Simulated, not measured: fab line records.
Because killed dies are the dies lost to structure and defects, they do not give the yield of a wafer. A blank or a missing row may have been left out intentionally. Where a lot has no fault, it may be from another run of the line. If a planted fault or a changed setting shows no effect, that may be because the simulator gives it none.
fab line records | flow sky130
record: lots: 11 wafers: 33 last-day: 50
route steps=708 shown SD_P@328 SD_N@351 CONTACT@421
lots with no fault: from the same line, run without faults
start-h: hours from the record's opening day to when the first of the lot's shown wafers began | wait-h: hours elapsed since this lot's preceding step | " as in the row above | L1.1+2: a row that stands for several wafers | - no value, or no start was given | * or withheld: withheld | < > ~ a bound
route shown NAME@n: NAME is a module with steps in the file, n the number in the route of the first one | usual: mean/standard deviation of fault-free wafers | same: alike in all rows | chamber/n: place in a boat | sites: each site's reading | _std_site: the values' standard deviation | _edge_site: inner sites' mean taken away from outer sites' mean | radius-mm: how far each site lies from the wafer's centre | mask NAME#n: copy n | behind: the last tool/chamber to shape the wafer | hold: what put the lot on hold/how long, in hours/how the hold closed | device: whichever transistor did not switch (one of n, p or np) | end of line: the route-end tests of the same wafers | where a step has no rows: the recipe by itself | killed: count of dies lost to structure and defects at first sort (not the wafer's yield) | map: a wafer's dies, x killed, . not, _ none there
set.NAME: the setting that was run; set.NAME@STEP: the one run at that earlier step | model.NAME: the simulator's own value behind a step, which no gauge read
one table for each step of the route and one row for each wafer, over a sample of lots
services: when a tool's chamber went out of use (start-h, in hours from the record's first day, below 0 if earlier), for how many hours, and the reason
== steps ==
step: SKY_SD_P_OVL_MEAS_08
usual: SD_P_OVL: 0.7/1.4
columns lot.wafer tool chamber start-h wait-h SD_P_OVL[nm]
L738.2 overlay-02 - 591.14 0.1 0.5
L738.3 " - " " -0.4
L738.4 " - " " -0.2
L739.2 overlay-01 - 599.02 0.1 -0.9
L739.3 " - " " -1.4
L739.6 " - " " -0.5
L740.1 overlay-01 - 608.04 0.1 2.8
L740.4 " - " " 2.5
L740.6 " - " " 2.7
L741.2 overlay-01 - 622.76 0.1 0.1
L741.5 " - " " -0.3
L741.6 " - " " 1.1
L743.2 overlay-02 - 643.94 0.1 4.4
L743.4 " - " " 3.5
L743.6 " - " " 3.1
L744.1 overlay-01 - 646.76 0.1 0.5
L744.4 " - " " 0.2
L744.5 " - " " 0.6
L752.4 overlay-02 - 714.18 0.1 -1.9
L752.5 " - " " -0.6
L752.6 " - " " -1.2
L753.1 overlay-02 - 725.24 0.1 0.3
L753.2 " - " " 1.4
L753.3 " - " " 1.0
L756.2 overlay-02 - 746.81 0.1 -0.5
L756.3 " - " " 1.5
L756.4 " - " " 1.8
L757.1 overlay-01 - 747.49 0.1 -1.5
L757.4 " - " " 1.0
L757.6 " - " " 1.6
L758.1 overlay-01 - 759.49 0.1 2.1
L758.4 " - " " 1.6
L758.6 " - " " 0.1
step: SKY_SD_N_IMPLANT_09
recipe: species: As energy-kev: 50 dose-cm2: 4e+15 tilt-deg: 0
usual: beam-on-s: 18.0/1.1 end-station-pressure-torr: 1.34e-05/9.1e-07 faraday-current-uA: 12218/710
columns lot.wafer tool chamber start-h wait-h beam-on-s end-station-pressure-torr faraday-current-uA
L738.2 implanter-02 0 650.92 0.0 16.3 1.37e-05 13403
L738.3 " 0 " " 16.9 1.29e-05 12982
L738.4 " 0 " " 16.6 1.3e-05 13132
L739.2 implanter-01 0 657.62 0.0 18.9 1.14e-05 11652
L739.3 " 0 " " 19.0 1.26e-05 11534
L739.6 " 0 " " 19.3 1.26e-05 11368
L740.1 implanter-04 0 666.80 0.0 17.5 1.34e-05 12525
L740.4 " 0 " " 17.7 1.48e-05 12266
L740.6 " 0 " " 17.3 1.3e-05 12584
L741.2 implanter-01 0 681.42 0.0 19.4 1.26e-05 11322
L741.5 " 0 " " 18.9 1.27e-05 11563
L741.6 " 0 " " 19.3 1.25e-05 11331
L743.2 implanter-02 0 701.17 0.0 16.9 1.39e-05 12969
L743.4 " 0 " " 16.5 1.42e-05 13236
L743.6 " 0 " " 17.3 1.51e-05 12592
L744.1 implanter-04 0 703.85 0.0 16.6 1.29e-05 13247
L744.4 " 0 " " 17.0 1.29e-05 12805
L744.5 " 0 " " 17.3 1.44e-05 12669
L752.4 implanter-01 0 770.22 0.1 15.4 1.39e-05 14166
L752.5 " 0 " " 15.0 1.32e-05 14677
L752.6 " 0 " " 14.6 1.34e-05 14882
L753.1 implanter-01 0 779.39 0.0 15.6 1.33e-05 14116
L753.2 " 0 " " 15.0 1.39e-05 14593
L753.3 " 0 " " 15.4 1.42e-05 14241
L756.2 implanter-02 0 800.13 0.0 16.6 1.46e-05 13195
L756.3 " 0 " " 16.4 1.39e-05 13286
L756.4 " 0 " " 16.9 1.42e-05 12932
L757.1 implanter-04 0 801.59 0.0 16.9 1.34e-05 12916
L757.4 " 0 " " 17.6 1.31e-05 12476
L757.6 " 0 " " 16.9 1.55e-05 12884
L758.1 implanter-04 0 812.35 0.0 17.3 1.42e-05 12629
L758.4 " 0 " " 17.2 1.48e-05 12705
L758.6 " 0 " " 16.7 1.42e-05 13032
step: SKY_SD_N_STRIP_11
recipe: chemistry: O2/N2 power-w: 1400 pressure-mtorr: 1500 platen-temp-c: withheld o2-flow-sccm: 3000 n2-flow-sccm: 300 overash-fraction: 0.5
usual: drypump-motor-current-A: 5.44/0.27 oes-product-au: 0.528/0.0048 strip-time-to-endpoint-s: 22.57/0.046
columns lot.wafer tool chamber start-h wait-h drypump-motor-current-A oes-product-au rf-hours-counter-h strip-time-to-endpoint-s
L738.2 plasma-asher-01 0 651.20 0.1 5.76 0.527 57 22.66
L738.3 " 0 " " 5.75 0.528 - 22.64
L738.4 " 1 " " 5.86 0.520 - 22.66
L739.2 plasma-asher-04 0 657.89 0.1 4.99 0.531 88 22.62
L739.3 " 1 " " 5.41 0.524 - 22.61
L739.6 " 1 " " 5.43 0.533 - 22.65
L740.1 plasma-asher-02 0 667.10 0.1 5.56 0.530 16 22.61
L740.4 " 1 " " 5.56 0.526 - 22.65
L740.6 " 1 " " 5.58 0.530 - 22.62
L741.2 plasma-asher-01 1 681.69 0.1 5.87 0.528 60 22.52
L741.5 " 1 " " 5.87 0.537 - 22.55
L741.6 " 0 " " 5.76 0.514 - 22.57
L743.2 plasma-asher-01 1 701.44 0.1 5.85 0.521 61 22.55
L743.4 " 0 " " 5.76 0.525 - 22.51
L743.6 " 0 " " 5.75 0.527 - 22.56
L744.1 plasma-asher-04 1 704.15 0.1 5.43 0.522 93 22.55
L744.4 " 0 " " 5.02 0.530 - 22.57
L744.5 " 1 " " 5.44 0.528 - 22.57
L752.4 plasma-asher-02 0 770.48 0.1 5.53 0.535 - 21.76
L752.5 " 0 " " 5.53 0.534 - 21.83
L752.6 " 1 " " 5.58 0.533 - 21.75
L753.1 plasma-asher-02 0 779.69 0.1 5.54 0.537 29 21.73
L753.2 " 1 " " 5.55 0.542 29 21.78
L753.3 " 0 " " 5.54 0.542 - 21.75
L756.2 plasma-asher-04 1 800.40 0.1 5.46 0.522 103 22.65
L756.3 " 0 " " 5.00 0.535 - 22.66
L756.4 " 1 " " 5.44 0.534 - 22.65
L757.1 plasma-asher-04 1 801.89 0.1 5.42 0.529 103 22.57
L757.4 " 0 " " 4.99 0.530 - 22.57
L757.6 " 0 " " 4.97 0.522 - 22.54
L758.1 plasma-asher-04 1 812.65 0.1 5.41 0.525 105 22.54
L758.4 " 1 " " 5.41 0.516 - 22.49
L758.6 " 0 " " 4.97 0.526 - 22.46
step: SKY_SD_N_RS_MEAS_16
recipe: thk-meas-gauge: four-point-probe
usual: SD_N_RS: 68.56/0.1
columns lot.wafer tool chamber start-h wait-h SD_N_RS[ohm/sq]
L738.2 film-metro-04 - 651.60 0.1 68.74
L738.3 " - " " 68.55
L738.4 " - " " 68.68
L739.2 film-metro-01 - 658.29 0.1 68.58
L739.3 " - " " 68.57
L739.6 " - " " 68.59
L740.1 film-metro-01 - 667.49 0.1 68.47
L740.4 " - " " 68.56
L740.6 " - " " 68.55
L741.2 film-metro-04 - 682.09 0.1 68.72
L741.5 " - " " 68.57
L741.6 " - " " 68.66
L743.2 film-metro-01 - 701.84 0.1 68.47
L743.4 " - " " 68.49
L743.6 " - " " 68.59
L744.1 film-metro-04 - 704.54 0.1 68.58
L744.4 " - " " 68.57
L744.5 " - " " 68.75
L752.4 film-metro-04 - 770.89 0.1 70.66
L752.5 " - " " 70.58
L752.6 " - " " 70.69
L753.1 film-metro-01 - 780.13 0.1 70.50
L753.2 " - " " 70.42
L753.3 " - " " 70.47
L756.2 film-metro-04 - 800.80 0.1 68.58
L756.3 " - " " 68.39
L756.4 " - " " 68.45
L757.1 film-metro-01 - 802.28 0.1 68.76
L757.4 " - " " 68.51
L757.6 " - " " 68.35
L758.1 film-metro-01 - 813.03 0.1 68.48
L758.4 " - " " 68.45
L758.6 " - " " 68.75
step: SKY_CONTACT_OVL_MEAS_15
usual: CONTACT_OVL: 0/5.7
columns lot.wafer tool chamber start-h wait-h CONTACT_OVL[nm]
L738.2 overlay-01 - 740.37 0.1 -7
L738.3 " - " " 4
L738.4 " - " " -5
L739.2 overlay-02 - 744.82 0.1 0
L739.3 " - " " 1
L739.6 " - " " 1
L740.1 overlay-01 - 754.34 0.1 6
L740.4 " - " " 8
L740.6 " - " " 9
L741.2 overlay-01 - 768.85 0.1 1
L741.5 " - " " 6
L741.6 " - " " 0
L743.2 overlay-01 - 787.10 0.1 0
L743.4 " - " " -4
L743.6 " - " " -7
L744.1 overlay-02 - 790.31 0.1 6
L744.4 " - " " 5
L744.5 " - " " 14
L752.4 overlay-02 - 854.71 0.1 -1
L752.5 " - " " 3
L752.6 " - " " 0
L753.1 overlay-02 - 864.26 0.1 -1
L753.2 " - " " -3
L753.3 " - " " 11
L756.2 overlay-02 - 883.65 0.1 4
L756.3 " - " " 2
L756.4 " - " " 6
L757.1 overlay-02 - 883.91 0.1 8
L757.4 " - " " 13
L757.6 " - " " -1
L758.1 overlay-02 - 895.06 0.1 -9
L758.4 " - " " -9
L758.6 " - " " -9
step: SKY_CONTACT_ETCH_16
recipe: chemistry: N2/H2 target: BARC ion-energy-ev: 200 source-w: 500 bias-w: 100 pressure-mtorr: 30 n2-flow-sccm: 100 h2-flow-sccm: 200 stop-on: SiO2 time-s: 45.9 target-depth-a: 600
usual: drypump-motor-current-A: 5.9/0.38 oes-product-au: 0.855/0.0045 throttle-valve-pct: 13.225/0.0088
columns lot.wafer tool chamber start-h wait-h drypump-motor-current-A oes-product-au rf-hours-counter-h throttle-valve-pct
L738.2 rie-diel-04 2 740.40 0.0 6.3 0.857 40 13.232
L738.3 " 0 " " 5.9 0.855 14 13.219
L738.4 " 1 " " 6.5 0.859 - 13.234
L739.2 rie-diel-02 0 744.85 0.0 6.2 0.851 13 13.209
L739.3 " 2 " " 5.9 0.849 18 13.231
L739.6 " 1 " " 5.8 0.853 - 13.218
L740.1 rie-diel-03 0 754.38 0.0 5.8 0.850 17 13.225
L740.4 " 0 " " 5.8 0.850 - 13.240
L740.6 " 3 " " 5.9 0.859 - 13.232
L741.2 rie-diel-02 2 768.88 0.0 5.9 0.864 18 13.218
L741.5 " 1 " " 5.8 0.857 - 13.214
L741.6 " 0 " " 6.2 0.856 - 13.231
L743.2 rie-diel-02 1 787.13 0.0 5.8 0.859 25 13.217
L743.4 " 0 " " 6.2 0.853 14 13.228
L743.6 " 3 " " 5.2 0.858 - 13.222
L744.1 rie-diel-02 3 790.35 0.0 5.2 0.860 4 13.220
L744.4 " 1 " " 5.8 0.855 25 13.215
L744.5 " 1 " " 5.8 0.853 - 13.222
L752.4 rie-diel-02 2 854.75 0.0 5.9 0.860 - 13.230
L752.5 " 0 " " 6.2 0.857 - 13.209
L752.6 " 3 " " 5.2 0.849 - 13.247
L753.1 rie-diel-04 2 864.30 0.0 6.3 0.857 1 13.206
L753.2 " 3 " " 5.2 0.847 6 13.246
L753.3 " 1 " " 6.6 0.852 2 13.217
L756.2 rie-diel-03 3 883.68 0.0 5.9 0.858 18 13.210
L756.3 " 1 " " 6.4 0.848 6 13.223
L756.4 " 0 " " 5.8 0.853 21 13.221
L757.1 rie-diel-02 1 883.95 0.0 5.8 0.849 0 13.222
L757.4 " 3 " " 5.2 0.850 7 13.227
L757.6 " 3 " " 5.2 0.851 - 13.225
L758.1 rie-diel-03 3 895.10 0.0 5.9 0.863 19 13.224
L758.4 " 2 " " 5.6 0.854 12 13.226
L758.6 " 0 " " 5.8 0.860 - 13.230
== services ==
columns tool chamber start-h hours kind
implanter-04 - 633.60 0.5 repair
implanter-02 - 635.71 6.2 repair
plasma-asher-02 - 644.63 14.6 pm
rie-diel-02 2 644.73 7.4 repair
plasma-asher-01 - 657.68 0.9 repair
plasma-asher-01 - 663.05 3.1 repair
implanter-01 - 664.03 2.6 pm
plasma-asher-01 - 688.58 8.7 repair
implanter-04 - 695.43 1.4 repair
implanter-04 - 705.12 2.2 repair
rie-diel-02 3 705.50 5.7 repair
plasma-asher-04 - 723.76 2.8 pm
rie-diel-02 2 726.20 3.8 repair
rie-diel-03 1 742.87 23.5 repair
rie-diel-03 2 754.12 5.0 repair
implanter-02 - 760.93 1.7 repair
rie-diel-02 - 761.42 2.8 pm
implanter-02 - 765.85 1.1 repair
plasma-asher-04 - 775.26 2.3 repair
implanter-01 - 792.27 17.6 pm
rie-diel-02 2 805.59 1.3 repair
rie-diel-02 - 829.34 0.1 repair
implanter-01 - 870.53 3.5 repair
rie-diel-02 3 874.01 7.1 repair
== key ==
first-sign: step: SKY_SD_N_IMPLANT_09 reading: faraday-current-uA direction: up sigmas: 3.2 usual: 12218 struck: 14446
effect: step: SKY_SD_N_IMPLANT_09 reading: beam-on-s direction: down sigmas: 2.6 usual: 18.0 struck: 15.2
effect: step: SKY_SD_N_STRIP_11 reading: strip-time-to-endpoint-s direction: down sigmas: 17 usual: * struck: *
effect: step: SKY_SD_N_RS_MEAS_16 reading: SD_N_RS direction: up sigmas: 19 usual: 68.56 struck: 70.55
met-at SKY_SD_N_IMPLANT_09
struck-lots L752,L753
tester-left-out L752,L753
not-acting-at SKY_SD_P_OVL_MEAS_08,SKY_CONTACT_OVL_MEAS_15,SKY_CONTACT_ETCH_16
onset-between 681.42 770.22
fault: kind: process-parameter-drift tool: implanter-01 chamber: - onset-h: 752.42 steps: SKY_SD_N_IMPLANT_09 channel: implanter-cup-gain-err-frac offset: 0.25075 shape: step end-h: 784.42
tester-left-out: of these lots the tester's yield and bins aren't shown, on N5 and GAA mostly nor the transistor test; their killed dies are dies lost to structure and defects alone, not to doping, threshold or leakage, so they don't give the yield
